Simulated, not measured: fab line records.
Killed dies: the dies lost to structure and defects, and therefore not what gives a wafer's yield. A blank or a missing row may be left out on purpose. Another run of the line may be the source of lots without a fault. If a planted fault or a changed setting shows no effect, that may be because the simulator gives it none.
fab line records ; flow sky130
record: lots: 11; wafers: 33; last-day: 51
route steps=708 shown SONOS_TUNNEL@163 LOCAL_INTERCONNECT@399 CONTACT@424 METAL1@451
lots that met no fault: from a run of the same line without faults
start-h: hours from the record's opening day to when the first of the lot's shown wafers began ; wait-h: hours elapsed since this lot's preceding step ; " same as the row above ; L1.1+2: one row covering several wafers at once ; - no value, or no start given ; * or withheld: withheld ; < > ~ a bound
route shown NAME@n: NAME is a module with steps in the file, n the number in the route of the first one ; usual: the fault-free wafers' mean and standard deviation ; same: alike in all rows ; chamber/n: place in a boat ; sites: per-site readings ; _std_site: standard deviation of those values ; _edge_site: the outer-site mean with the inner-site mean subtracted ; radius-mm: how far each site lies from the wafer's centre ; mask NAME#n: copy n ; behind: tool/chamber where the wafer was last shaped ; hold: cause of the lot's hold/its duration in hours/its outcome ; device: which transistor (n, p or np) failed to switch ; end of line: tests run on the same wafers once the route is complete ; step lacking rows: just its recipe ; killed: dies that structure and defects cost at the first sort, which is not the same as the wafer's yield ; map: a wafer's dies, marking killed ones x, the rest . and places with no die _
set.NAME: the setting the step ran with; set.NAME@STEP: the setting that earlier step ran with ; model.NAME: the simulator's own value behind a step, which no gauge read
a sample of lots followed through the steps of the route, with each step as a table and each wafer as a row
services: a tool's chamber out of use, with start hour (start-h, from the record's first day; less than 0 if before it), hours out, and reason
== steps ==
step: SKY_SONOS_TUNNEL_IMPLANT_09
recipe: species: B; energy-kev: 20; dose-cm2: 1e+12; tilt-deg: withheld
usual: beam-on-s: 9.98/0.22; dose-ions-cm2: 1.0001e+12/1.2e+09; faraday-current-uA: 5.65/0.12
lot.wafer;tool;chamber;start-h;wait-h;beam-on-s;dose-ions-cm2;faraday-current-uA
L470.1;implanter-02;0;274.02;0.0;10.20;1.0007e+12;5.54
L470.2;implanter-02;0;274.02;0.0;10.12;9.998e+11;5.57
L470.6;implanter-02;0;274.02;0.0;9.68;1.0002e+12;5.80
L471.1;implanter-02;0;279.07;0.0;9.64;9.983e+11;5.84
L471.3;implanter-02;0;279.07;0.0;10.08;1.0012e+12;5.57
L471.6;implanter-02;0;279.07;0.0;9.65;9.989e+11;5.83
L472.2;implanter-01;0;284.17;0.0;9.53;9.989e+11;5.89
L472.3;implanter-01;0;284.17;0.0;10.22;9.979e+11;5.53
L472.6;implanter-01;0;284.17;0.0;10.09;9.998e+11;5.61
L473.3;implanter-02;0;294.25;0.1;9.71;1.0007e+12;5.80
L473.5;implanter-02;0;294.25;0.1;9.75;1.0018e+12;5.76
L473.6;implanter-02;0;294.25;0.1;9.80;9.999e+11;5.74
L474.1;implanter-02;0;308.67;0.0;9.99;1.0009e+12;5.66
L474.2;implanter-02;0;308.67;0.0;9.92;1.0006e+12;5.67
L474.6;implanter-02;0;308.67;0.0;10.27;1.0003e+12;5.46
L477.1;implanter-02;0;326.62;0.0;9.91;9.999e+11;5.71
L477.4;implanter-02;0;326.62;0.0;10.35;1.0009e+12;5.46
L477.5;implanter-02;0;326.62;0.0;9.81;1.0013e+12;5.76
L484.1;implanter-02;0;369.12;0.0;9.71;3.433e+11;1.99
L484.2;implanter-02;0;369.12;0.0;10.36;3.434e+11;1.87
L484.3;implanter-02;0;369.12;0.0;9.92;3.423e+11;1.96
L485.3;implanter-02;0;376.04;0.1;10.08;3.414e+11;1.92
L485.4;implanter-02;0;376.04;0.1;10.14;3.426e+11;1.92
L485.6;implanter-02;0;376.04;0.1;9.95;3.424e+11;1.94
L488.2;implanter-03;0;395.97;0.0;10.31;9.999e+11;5.46
L488.5;implanter-03;0;395.97;0.0;10.09;1.0014e+12;5.60
L488.6;implanter-03;0;395.97;0.0;10.06;1.0004e+12;5.60
L490.2;implanter-01;0;410.47;0.0;10.17;1.0007e+12;5.54
L490.3;implanter-01;0;410.47;0.0;9.63;1.002e+12;5.84
L490.6;implanter-01;0;410.47;0.0;9.77;9.999e+11;5.76
L493.4;implanter-02;0;434.95;0.1;10.28;9.983e+11;5.48
L493.5;implanter-02;0;434.95;0.1;10.00;1e+12;5.65
L493.6;implanter-02;0;434.95;0.1;9.47;9.993e+11;5.92
step: SKY_SONOS_TUNNEL_TW_MEAS_12
usual: SONOS_TUNNEL_TW: 196.2/1.5
lot.wafer;tool;chamber;start-h;wait-h;hold;SONOS_TUNNEL_TW
L470.1;film-metro-02;-;274.47;0.0;-;194.7
L470.2;film-metro-02;-;274.47;0.0;-;193.7
L470.6;film-metro-02;-;274.47;0.0;-;193.8
L471.1;film-metro-04;-;279.48;0.0;-;196.8
L471.3;film-metro-04;-;279.48;0.0;-;196.2
L471.6;film-metro-04;-;279.48;0.0;-;195.9
L472.2;film-metro-04;-;284.58;0.0;-;196.4
L472.3;film-metro-04;-;284.58;0.0;-;195.5
L472.6;film-metro-04;-;284.58;0.0;-;196.6
L473.3;film-metro-02;-;294.89;0.0;-;193.7
L473.5;film-metro-02;-;294.89;0.0;-;193.7
L473.6;film-metro-02;-;294.89;0.0;-;192.9
L474.1;film-metro-04;-;309.08;0.0;-;198.5
L474.2;film-metro-04;-;309.08;0.0;-;199.5
L474.6;film-metro-04;-;309.08;0.0;-;198.3
L477.1;film-metro-04;-;327.04;0.0;-;196.6
L477.4;film-metro-04;-;327.04;0.0;-;197.4
L477.5;film-metro-04;-;327.04;0.0;-;197.4
L484.1;film-metro-01;-;369.65;0.0;await-dispo/0.2h/release;146.9
L484.2;film-metro-01;-;369.65;0.0;await-dispo/0.2h/release;145.9
L484.3;film-metro-01;-;369.65;0.0;await-dispo/0.2h/release;147.5
L484.1;film-metro-01;-;369.96;0.3;-;147.4
L484.2;film-metro-01;-;369.96;0.3;-;145.9
L484.3;film-metro-01;-;369.96;0.3;-;146.9
L485.3;film-metro-02;-;376.60;0.0;await-dispo/0.2h/release;144.6
L485.4;film-metro-02;-;376.60;0.0;await-dispo/0.2h/release;144.2
L485.6;film-metro-02;-;376.60;0.0;await-dispo/0.2h/release;144.7
L485.3;film-metro-02;-;376.83;0.2;-;145.1
L485.4;film-metro-02;-;376.83;0.2;-;144.0
L485.6;film-metro-02;-;376.83;0.2;-;145.2
L488.2;film-metro-04;-;396.37;0.0;-;197.0
L488.5;film-metro-04;-;396.37;0.0;-;197.4
L488.6;film-metro-04;-;396.37;0.0;-;198.1
L490.2;film-metro-04;-;410.86;0.0;-;197.9
L490.3;film-metro-04;-;410.86;0.0;-;197.5
L490.6;film-metro-04;-;410.86;0.0;-;198.5
L493.4;film-metro-02;-;435.81;0.0;-;194.5
L493.5;film-metro-02;-;435.81;0.0;-;196.0
L493.6;film-metro-02;-;435.81;0.0;-;194.6
step: SKY_LOCAL_INTERCONNECT_OVL_MEAS_12
usual: LOCAL_INTERCONNECT_OVL: 2/5.7
lot.wafer;tool;chamber;start-h;wait-h;LOCAL_INTERCONNECT_OVL[nm]
L470.1;overlay-01;-;723.96;0.1;7
L470.2;overlay-01;-;723.96;0.1;-6
L470.6;overlay-01;-;723.96;0.1;-1
L471.1;overlay-01;-;731.61;0.1;-8
L471.3;overlay-01;-;731.61;0.1;-5
L471.6;overlay-01;-;731.61;0.1;5
L472.2;overlay-02;-;738.79;0.1;12
L472.3;overlay-02;-;738.79;0.1;5
L472.6;overlay-02;-;738.79;0.1;7
L473.3;overlay-01;-;746.12;0.1;15
L473.5;overlay-01;-;746.12;0.1;11
L473.6;overlay-01;-;746.12;0.1;9
L474.1;overlay-02;-;765.31;0.1;3
L474.2;overlay-02;-;765.31;0.1;4
L474.6;overlay-02;-;765.31;0.1;5
L477.1;overlay-02;-;781.44;0.1;7
L477.4;overlay-02;-;781.44;0.1;-3
L477.5;overlay-02;-;781.44;0.1;4
L484.1;overlay-01;-;826.81;0.1;-10
L484.2;overlay-01;-;826.81;0.1;-8
L484.3;overlay-01;-;826.81;0.1;-10
L485.3;overlay-01;-;829.27;0.1;8
L485.4;overlay-01;-;829.27;0.1;12
L485.6;overlay-01;-;829.27;0.1;6
L488.2;overlay-01;-;853.47;0.1;-15
L488.5;overlay-01;-;853.47;0.1;-8
L488.6;overlay-01;-;853.47;0.1;0
L490.2;overlay-02;-;866.04;0.1;0
L490.3;overlay-02;-;866.04;0.1;1
L490.6;overlay-02;-;866.04;0.1;3
L493.4;overlay-02;-;890.73;0.1;5
L493.5;overlay-02;-;890.73;0.1;18
L493.6;overlay-02;-;890.73;0.1;10
step: SKY_CONTACT_ETCH_18
recipe: target: Si3N4; chemistry: CHF3/O2; stop-on: TiN; source-w: 600; bias-w: 200; pressure-mtorr: 40; chf3-flow-sccm: 50; O2_flow_sccm: 5; time-s: 39; target-depth-a: 750
usual: drypump-motor-current-A: 5.9/0.37; oes-product-au: 0.856/0.0075; rf-fwd-power-W: 593.5/2.2; throttle-valve-pct: 8.794/0.0096
lot.wafer;tool;chamber;start-h;wait-h;drypump-motor-current-A;oes-product-au;rf-fwd-power-W;rf-hours-counter-h;throttle-valve-pct
L470.1;rie-diel-01;3;-;-;6.2;0.843;595.7;20;8.781
L470.2;rie-diel-01;1;-;-;6.1;0.852;594.3;10;8.792
L470.6;rie-diel-01;3;-;-;6.2;0.854;594.6;-;8.810
L471.1;rie-diel-02;2;-;-;6.6;0.878;597.4;22;8.793
L471.3;rie-diel-02;3;-;-;6.2;0.860;592.4;6;8.801
L471.6;rie-diel-02;1;-;-;5.4;0.863;597.2;-;8.794
L472.2;rie-diel-02;3;-;-;6.2;0.856;594.1;6;8.795
L472.3;rie-diel-02;1;-;-;5.5;0.846;594.5;15;8.789
L472.6;rie-diel-02;3;-;-;6.2;0.866;593.4;-;8.796
L473.3;rie-diel-01;2;-;-;6.0;0.842;596.5;15;8.773
L473.5;rie-diel-01;3;-;-;6.2;0.857;596.1;-;8.798
L473.6;rie-diel-01;2;-;-;6.0;0.861;593.6;-;8.804
L474.1;rie-diel-01;3;-;-;6.2;0.850;593.2;22;8.783
L474.2;rie-diel-01;2;-;-;6.0;0.842;595.9;15;8.794
L474.6;rie-diel-01;1;-;-;6.1;0.850;592.0;-;8.783
L477.1;rie-diel-04;0;-;-;6.3;0.854;592.8;4;8.805
L477.4;rie-diel-04;3;-;-;5.3;0.861;591.9;10;8.799
L477.5;rie-diel-04;2;-;-;5.5;0.860;591.5;-;8.806
L484.1;rie-diel-01;0;-;-;5.9;0.855;590.5;13;8.800
L484.2;rie-diel-01;2;-;-;6.0;0.862;597.4;18;8.780
L484.3;rie-diel-01;3;-;-;6.2;0.853;594.2;24;8.786
L485.3;rie-diel-04;0;-;-;6.3;0.852;592.4;6;8.795
L485.4;rie-diel-04;2;-;-;5.5;0.857;588.2;13;8.777
L485.6;rie-diel-04;2;-;-;5.5;0.852;587.9;-;8.812
L488.2;rie-diel-02;0;-;-;6.0;0.867;596.3;21;8.789
L488.5;rie-diel-02;3;-;-;6.2;0.861;594.6;-;8.799
L488.6;rie-diel-02;0;-;-;6.0;0.861;597.4;-;8.790
L490.2;rie-diel-04;3;-;-;5.3;0.851;591.4;14;8.800
L490.3;rie-diel-04;1;-;-;6.4;0.851;594.3;11;8.800
L490.6;rie-diel-04;2;-;-;5.5;0.852;592.3;-;8.789
L493.4;rie-diel-02;0;-;-;6.0;0.856;592.0;-;8.799
L493.5;rie-diel-02;3;-;-;6.2;0.874;591.6;-;8.792
L493.6;rie-diel-02;1;-;-;5.5;0.872;596.1;-;8.799
step: SKY_METAL1_DESCUM_17
recipe: chemistry: O2; source-power-w: 150; bias-power-w: 0; pressure-mtorr: 10; temp-c: 40; time-s: 8
usual: drypump-motor-current-A: 5.9/0.53; oes-product-au: 1.002/0.011; rf-fwd-power-W: 146.8/0.85
lot.wafer;tool;chamber;start-h;wait-h;drypump-motor-current-A;oes-product-au;rf-fwd-power-W;rf-hours-counter-h
L470.1;rie-metal-01;1;781.29;0.0;4.9;1.001;148.2;0
L470.2;rie-metal-01;0;781.29;0.0;6.4;1.013;148.0;9
L470.6;rie-metal-01;1;781.29;0.0;4.8;0.997;148.3;-
L471.1;rie-metal-02;0;790.14;0.0;5.9;1.005;146.4;6
L471.3;rie-metal-02;0;790.14;0.0;5.9;0.993;145.9;-
L471.6;rie-metal-02;0;790.14;0.0;5.9;1.001;146.2;-
L472.2;rie-metal-02;1;797.69;0.0;6.3;1.016;146.6;9
L472.3;rie-metal-02;0;797.69;0.0;5.9;1.012;147.0;-
L472.6;rie-metal-02;0;797.69;0.0;5.9;1.014;146.8;-
L473.3;rie-metal-03;1;803.90;0.0;5.8;1.006;146.7;-
L473.5;rie-metal-03;1;803.90;0.0;5.8;1.000;146.7;-
L473.6;rie-metal-03;0;803.90;0.0;6.1;0.970;146.9;-
L474.1;rie-metal-02;1;823.19;0.0;6.3;1.006;146.6;10
L474.2;rie-metal-02;0;823.19;0.0;5.8;1.003;146.2;8
L474.6;rie-metal-02;1;823.19;0.0;6.3;1.007;146.3;-
L477.1;rie-metal-03;1;838.95;0.0;5.8;0.995;145.5;2
L477.4;rie-metal-03;0;838.95;0.0;6.2;0.984;146.2;-
L477.5;rie-metal-03;1;838.95;0.0;5.9;0.991;145.6;-
L484.1;rie-metal-03;1;884.69;0.0;5.8;1.001;146.3;3
L484.2;rie-metal-03;0;884.69;0.0;6.2;0.990;146.0;10
L484.3;rie-metal-03;0;884.69;0.0;6.1;0.992;146.0;-
L485.3;rie-metal-02;0;886.96;0.0;5.9;1.007;145.6;-
L485.4;rie-metal-02;1;886.96;0.0;6.2;1.003;146.4;-
L485.6;rie-metal-02;0;886.96;0.0;5.9;1.002;146.0;-
L488.2;rie-metal-02;0;910.70;0.0;5.9;0.997;146.5;11
L488.5;rie-metal-02;1;910.70;0.0;6.3;1.001;146.7;-
L488.6;rie-metal-02;0;910.70;0.0;5.9;1.000;146.0;-
L490.2;rie-metal-03;0;921.24;0.0;6.1;0.986;146.3;11
L490.3;rie-metal-03;1;921.24;0.0;5.8;1.004;146.7;-
L490.6;rie-metal-03;1;921.24;0.0;5.8;1.007;146.2;-
L493.4;rie-metal-03;0;945.36;0.0;6.2;0.993;146.6;-
L493.5;rie-metal-03;0;945.36;0.0;6.1;0.983;146.2;-
L493.6;rie-metal-03;1;945.36;0.0;5.8;1.010;145.7;-
== services ==
tool;chamber;start-h;hours;kind
rie-diel-02;2;250.49;6.7;repair
rie-metal-02;1;278.01;1.1;repair
rie-metal-02;0;291.67;6.3;repair
rie-metal-02;-;292.01;1.4;pm
rie-diel-01;1;302.46;8.9;repair
implanter-02;-;316.52;6.2;repair
implanter-02;-;398.81;1.7;repair
rie-metal-02;-;407.68;0.2;repair
implanter-02;-;478.85;4.1;repair
rie-metal-02;1;489.90;13.0;repair
rie-metal-03;-;525.72;2.8;pm
implanter-02;-;537.04;2.7;repair
implanter-02;-;549.27;6.0;repair
implanter-02;-;623.79;3.5;pm
implanter-02;-;678.92;6.2;repair
implanter-02;-;705.37;4.7;pm
rie-metal-02;-;730.12;2.3;repair
rie-metal-03;1;730.15;9.5;repair
rie-metal-02;-;740.96;10.0;pm
rie-metal-03;1;745.92;4.4;repair
rie-metal-02;-;752.29;0.4;repair
rie-metal-02;-;836.66;1.1;repair
rie-metal-03;1;846.53;11.9;repair
implanter-02;-;929.84;5.8;repair
== key ==
first-sign: step: SKY_SONOS_TUNNEL_IMPLANT_09; reading: dose-ions-cm2; direction: down; sigmas: 99+; usual: *; struck: *
effect: step: SKY_SONOS_TUNNEL_IMPLANT_09; reading: faraday-current-uA; direction: down; sigmas: 31; usual: 5.65; struck: 1.93
effect: step: SKY_SONOS_TUNNEL_TW_MEAS_12; reading: visit; direction: added
effect: step: SKY_SONOS_TUNNEL_TW_MEAS_12; reading: SONOS_TUNNEL_TW; direction: down; sigmas: 33; usual: 196.2; struck: 145.6
met-at SKY_SONOS_TUNNEL_IMPLANT_09
struck-lots L484,L485
tester-left-out L484,L485
not-acting-at SKY_LOCAL_INTERCONNECT_OVL_MEAS_12,SKY_CONTACT_ETCH_18,SKY_METAL1_DESCUM_17
onset-between 326.62 369.12
fault: kind: process-parameter-drift; tool: implanter-02; chamber: -; onset-h: 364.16; steps: SKY_SONOS_TUNNEL_IMPLANT_09; channel: dose-cm2; offset: *; shape: step; end-h: 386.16; acts-in: *; stated: *
tester-left-out: of these lots the tester's yield and bins aren't shown, on N5 and GAA mostly nor the transistor test; their killed dies are dies lost to structure and defects alone, not to doping, threshold or leakage, so they don't give the yield
